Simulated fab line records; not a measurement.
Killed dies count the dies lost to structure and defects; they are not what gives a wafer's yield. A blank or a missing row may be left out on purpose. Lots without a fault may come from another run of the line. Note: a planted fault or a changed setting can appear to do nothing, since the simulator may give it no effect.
A single fault, viewed from 2 desks    flow sky130    only its own numbers are on each desk; what lay behind them is given at the end

## FROM THE METROLOGY DESK
What the gauges read, lot by lot, whatever tool the lot ran on: means of the sampled wafers that have a number. Marked OUT: a lot whose mean sits more than 4 standard deviations from the usual mean, which makes it out of limits; the brackets give that distance.
Columns: A = VIA2_W_RS at SKY_VIA2_RS_MEAS_22, usual 0.2756 ohm/sq; B = VIA2_W_THK at SKY_VIA2_THK_MEAS_23, usual 431 nm
lot   first seen here  A       B
L885  day 37 20:34     0.2706  432
L889  day 39 03:09     0.2771  429
L896  day 41 07:02     0.2741  436
L899  day 42 09:14     0.2776  432
L903  day 44 00:19     0.2767  430
This desk's finding: nothing out of limits on any of the 5 lots.

## TOOL OWNER'S DESK, pvdSputter-02
The tool's own readings at SKY_METAL3_SPUTTER_03 (material Ti, target thk 5 nm, time 3.3 s): means of the sampled wafers that have a number, for each lot that ran on this tool. Marked OUT: a lot whose mean sits more than 4 standard deviations from the usual mean, which makes it out of limits; the brackets give that distance.
Columns: A = throttleValvePct at SKY_METAL3_SPUTTER_03, usual 29.8 %
lot   first seen here  A
L885  day 37 21:07     29.6
L896  day 41 07:32     28.8
This desk's finding: nothing out of limits on any of the 2 lots.

## BROUGHT TOGETHER
At the metrology desk, nothing out of limits was observed.
The desk of the tool owner found nothing out of limits.

## WHAT THE SIMULATOR HAD INSERTED
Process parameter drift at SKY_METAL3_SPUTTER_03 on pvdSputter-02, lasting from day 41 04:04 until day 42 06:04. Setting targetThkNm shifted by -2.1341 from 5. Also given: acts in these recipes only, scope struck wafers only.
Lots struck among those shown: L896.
